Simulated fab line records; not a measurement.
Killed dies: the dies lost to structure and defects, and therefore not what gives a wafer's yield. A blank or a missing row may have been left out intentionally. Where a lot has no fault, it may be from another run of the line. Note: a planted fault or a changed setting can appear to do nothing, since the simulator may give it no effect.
The tool behind it: which one? / flow gf180mcu / 13 lots with 39 wafers sampled at 5 steps, on a route of 602 steps

WHAT THE GAUGES SHOWED, per wafer
GF_SALICIDE_RS_MEAS_04: uses a four-point probe to measure.
lot=L115; measured=day 15 10:11; on=film metro-01; SALICIDE_TIN_RS (ohm/sq)=15.7 16.3 15.9
lot=L116; measured=day 15 11:25; on=film metro-01; SALICIDE_TIN_RS (ohm/sq)=15.8 16.2 16.5
lot=L117; measured=day 16 02:39; on=film metro-01; SALICIDE_TIN_RS (ohm/sq)=16.6 16.9 16.4
lot=L118; measured=day 16 11:51; on=film metro-02; SALICIDE_TIN_RS (ohm/sq)=16.1 16.5 16.0
lot=L119; measured=day 16 18:18; on=film metro-04; SALICIDE_TIN_RS (ohm/sq)=16.5 16.9 16.5
lot=L122; measured=day 17 17:26; on=film metro-02; SALICIDE_TIN_RS (ohm/sq)=16.1 15.7 16.6
lot=L123; measured=day 18 01:20; on=film metro-04; SALICIDE_TIN_RS (ohm/sq)=16.6 16.5 15.9
lot=L125; measured=day 18 14:53; on=film metro-02; SALICIDE_TIN_RS (ohm/sq)=16.0 15.7 16.2
lot=L126; measured=day 19 05:30; on=film metro-02; SALICIDE_TIN_RS (ohm/sq)=16.8 16.8 16.2
lot=L128; measured=day 20 01:14; on=film metro-02; SALICIDE_TIN_RS (ohm/sq)=16.4 17.1 16.9
lot=L130; measured=day 20 10:04; on=film metro-04; SALICIDE_TIN_RS (ohm/sq)=16.3 16.0 16.7
lot=L131; measured=day 20 22:54; on=film metro-01; SALICIDE_TIN_RS (ohm/sq)=16.1 9.8 9.6
lot=L134; measured=day 21 20:36; on=film metro-01; SALICIDE_TIN_RS (ohm/sq)=16.3 16.0 15.9

GF_M2_CD_MEAS_14: the cd target is 280 nm.
lot=L115; measured=day 19 14:11; on=cd sem-01; cd nm (nm)=279.4 281.2 280.8
lot=L116; measured=day 19 15:08; on=cd sem-01; cd nm (nm)=281.5 281.1 282.1
lot=L117; measured=day 20 06:43; on=cd sem-02; cd nm (nm)=280.4 279.1 280.0
lot=L118; measured=day 20 17:20; on=cd sem-02; cd nm (nm)=281.0 280.3 281.0
lot=L119; measured=day 20 23:41; on=cd sem-01; cd nm (nm)=278.5 278.3 276.9
lot=L122; measured=day 21 22:34; on=cd sem-02; cd nm (nm)=279.8 280.0 279.8
lot=L123; measured=day 22 07:09; on=cd sem-02; cd nm (nm)=280.9 280.5 281.2
lot=L125; measured=day 22 20:35; on=cd sem-01; cd nm (nm)=279.8 280.2 280.7
lot=L126; measured=day 23 09:32; on=cd sem-02; cd nm (nm)=279.9 280.6 279.5
lot=L128; measured=day 24 03:38; on=cd sem-02; cd nm (nm)=280.1 280.9 280.3
lot=L130; measured=day 24 12:57; on=cd sem-02; cd nm (nm)=280.6 280.3 280.2
lot=L131; measured=day 24 22:47; on=cd sem-01; cd nm (nm)=281.0 281.5 281.9
lot=L134; measured=day 25 19:35; on=cd sem-02; cd nm (nm)=278.3 279.5 278.9

GF_V3_THK_MEAS_03.
lot=L115; measured=day 21 18:20; on=film metro-03; V3_CVD_02_THK (nm)=851 855 853
lot=L116; measured=day 21 19:38; on=film metro-01; V3_CVD_02_THK (nm)=849 867 864
lot=L117; measured=day 22 09:47; on=film metro-04; V3_CVD_02_THK (nm)=874 862 860
lot=L118; measured=day 22 20:40; on=film metro-01; V3_CVD_02_THK (nm)=837 842 853
lot=L119; measured=day 23 01:43; on=film metro-01; V3_CVD_02_THK (nm)=849 867 867
lot=L122; measured=day 23 23:32; on=film metro-03; V3_CVD_02_THK (nm)=847 863 856
lot=L123; measured=day 24 07:18; on=film metro-01; V3_CVD_02_THK (nm)=861 866 860
lot=L125; measured=day 24 21:22; on=film metro-03; V3_CVD_02_THK (nm)=847 843 854
lot=L126; measured=day 25 09:03; on=film metro-03; V3_CVD_02_THK (nm)=856 873 863
lot=L128; measured=day 26 02:59; on=film metro-04; V3_CVD_02_THK (nm)=844 841 867
lot=L130; measured=day 26 11:31; on=film metro-01; V3_CVD_02_THK (nm)=845 868 863
lot=L131; measured=day 26 21:29; on=film metro-01; V3_CVD_02_THK (nm)=844 845 845
lot=L134; measured=day 27 17:09; on=film metro-04; V3_CVD_02_THK (nm)=847 860 852

WHAT TOOL EACH LOT RAN ON (gives the tool, then ch and the chambers of the sampled wafers, and finally the start)
lot=L115; GF_SALICIDE_SPUTTER_02=pvd sputter-01, day 15 10:07; GF_M3_SPUTTER_01=pvd sputter-04, day 20 17:05
lot=L116; GF_SALICIDE_SPUTTER_02=pvd sputter-01, day 15 11:21; GF_M3_SPUTTER_01=pvd sputter-02, day 20 18:28
lot=L117; GF_SALICIDE_SPUTTER_02=pvd sputter-02, day 16 02:33; GF_M3_SPUTTER_01=pvd sputter-03, day 21 09:24
lot=L118; GF_SALICIDE_SPUTTER_02=pvd sputter-04, day 16 11:46; GF_M3_SPUTTER_01=pvd sputter-03, day 21 20:31
lot=L119; GF_SALICIDE_SPUTTER_02=pvd sputter-04, day 16 18:13; GF_M3_SPUTTER_01=pvd sputter-02, day 22 01:56
lot=L122; GF_SALICIDE_SPUTTER_02=pvd sputter-01, day 17 17:23; GF_M3_SPUTTER_01=pvd sputter-03, day 23 00:25
lot=L123; GF_SALICIDE_SPUTTER_02=pvd sputter-01, day 18 01:16; GF_M3_SPUTTER_01=pvd sputter-04, day 23 08:50
lot=L125; GF_SALICIDE_SPUTTER_02=pvd sputter-01, day 18 14:50; GF_M3_SPUTTER_01=pvd sputter-03, day 23 21:50
lot=L126; GF_SALICIDE_SPUTTER_02=pvd sputter-02, day 19 05:26; GF_M3_SPUTTER_01=pvd sputter-04, day 24 10:38
lot=L128; GF_SALICIDE_SPUTTER_02=pvd sputter-02, day 20 01:11; GF_M3_SPUTTER_01=pvd sputter-02, day 25 04:15
lot=L130; GF_SALICIDE_SPUTTER_02=pvd sputter-01, day 20 09:58; GF_M3_SPUTTER_01=pvd sputter-02, day 25 13:14
lot=L131; GF_SALICIDE_SPUTTER_02=pvd sputter-02, day 20 22:51; GF_M3_SPUTTER_01=pvd sputter-04, day 25 23:25
lot=L134; GF_SALICIDE_SPUTTER_02=pvd sputter-01, day 21 20:31; GF_M3_SPUTTER_01=pvd sputter-03, day 26 19:04
- GF_SALICIDE_SPUTTER_02: material Co, target thk 10 nm, time 20 s.
- GF_M3_SPUTTER_01: material TiN, target thk 30 nm, time 25 s.

AS READ BY THE TOOLS THEMSELVES (means over the sampled wafers that have a number; for cases with no such wafer, the mark the record gives instead)
GF_SALICIDE_SPUTTER_02.
lot=L115; tool=pvd sputter-01; cathode dc power W (W)=1000.0; throttle valve pct (%)=29.5
lot=L116; tool=pvd sputter-01; cathode dc power W (W)=999.9; throttle valve pct (%)=30.1
lot=L117; tool=pvd sputter-02; cathode dc power W (W)=999.9; throttle valve pct (%)=30.8
lot=L118; tool=pvd sputter-04; cathode dc power W (W)=1000.1; throttle valve pct (%)=30.3
lot=L119; tool=pvd sputter-04; cathode dc power W (W)=1000.1; throttle valve pct (%)=30.1
lot=L122; tool=pvd sputter-01; cathode dc power W (W)=1000.2; throttle valve pct (%)=30.3
lot=L123; tool=pvd sputter-01; cathode dc power W (W)=1000.0; throttle valve pct (%)=29.8
lot=L125; tool=pvd sputter-01; cathode dc power W (W)=999.9; throttle valve pct (%)=30.4
lot=L126; tool=pvd sputter-02; cathode dc power W (W)=999.9; throttle valve pct (%)=30.6
lot=L128; tool=pvd sputter-02; cathode dc power W (W)=1000.2; throttle valve pct (%)=31.0
lot=L130; tool=pvd sputter-01; cathode dc power W (W)=1000.0; throttle valve pct (%)=29.5
lot=L131; tool=pvd sputter-02; cathode dc power W (W)=1000.2; throttle valve pct (%)=31.1
lot=L134; tool=pvd sputter-01; cathode dc power W (W)=1000.3; throttle valve pct (%)=30.5

GF_M3_SPUTTER_01.
lot=L115; tool=pvd sputter-04; cathode dc power W (W)=6500.9; throttle valve pct (%)=30.1
lot=L116; tool=pvd sputter-02; cathode dc power W (W)=6500.8; throttle valve pct (%)=30.7
lot=L117; tool=pvd sputter-03; cathode dc power W (W)=6500.4; throttle valve pct (%)=30.4
lot=L118; tool=pvd sputter-03; cathode dc power W (W)=6500.5; throttle valve pct (%)=29.7
lot=L119; tool=pvd sputter-02; cathode dc power W (W)=6500.0; throttle valve pct (%)=30.8
lot=L122; tool=pvd sputter-03; cathode dc power W (W)=6499.2; throttle valve pct (%)=29.6
lot=L123; tool=pvd sputter-04; cathode dc power W (W)=6499.7; throttle valve pct (%)=30.4
lot=L125; tool=pvd sputter-03; cathode dc power W (W)=6500.8; throttle valve pct (%)=30.1
lot=L126; tool=pvd sputter-04; cathode dc power W (W)=6499.4; throttle valve pct (%)=30.0
lot=L128; tool=pvd sputter-02; cathode dc power W (W)=6500.4; throttle valve pct (%)=30.9
lot=L130; tool=pvd sputter-02; cathode dc power W (W)=6500.4; throttle valve pct (%)=31.0
lot=L131; tool=pvd sputter-04; cathode dc power W (W)=6499.8; throttle valve pct (%)=29.9
lot=L134; tool=pvd sputter-03; cathode dc power W (W)=6499.4; throttle valve pct (%)=29.4

THE ANSWER, worked out from the rows above alone
Rule: the lots themselves supply what counts as usual. The widest of any qualifying gaps counts: lots, ordered by their means at a reading, are off when they make up no more than a third of the lots, leave a main group of 4 or more, and stand apart from it by 3 or more times the standard deviation of that group's means. A main group is skipped when, at the precision printed for the reading in the tables above, its means are all equal. A lot without any number at a reading at which 4 lots or more have one is off too. Where the step has rows for the other lots, those lots are counted as sound. First the gauges in route order, then the tools' own readings, where a lot's mean is used as printed above. At the first step where some lot is off, the reading lying furthest off is the one used; lots without a number count as furthest.
Off: L131, at GF_SALICIDE_RS_MEAS_04 (SALICIDE_TIN_RS). The main group: mean 16.3 ohm/sq, standard deviation 0.27.
A tool fits if, at a process step before that reading, it ran every lot that is off, and no sound lot after the first of them. Gauges at GF_SALICIDE_RS_MEAS_04: tried the same way as those tools. One fits: GF_SALICIDE_SPUTTER_02 on pvd sputter-02. A fault onset in the window from L128 (day 20 01:11, its last sound lot) to L131 (day 20 22:51, its first lot off) fits.

WHAT HAD BEEN PUT IN BY THE SIMULATOR
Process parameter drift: pvd sputter-02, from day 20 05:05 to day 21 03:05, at GF_SALICIDE_SPUTTER_02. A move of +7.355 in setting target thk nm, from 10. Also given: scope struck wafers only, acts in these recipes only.
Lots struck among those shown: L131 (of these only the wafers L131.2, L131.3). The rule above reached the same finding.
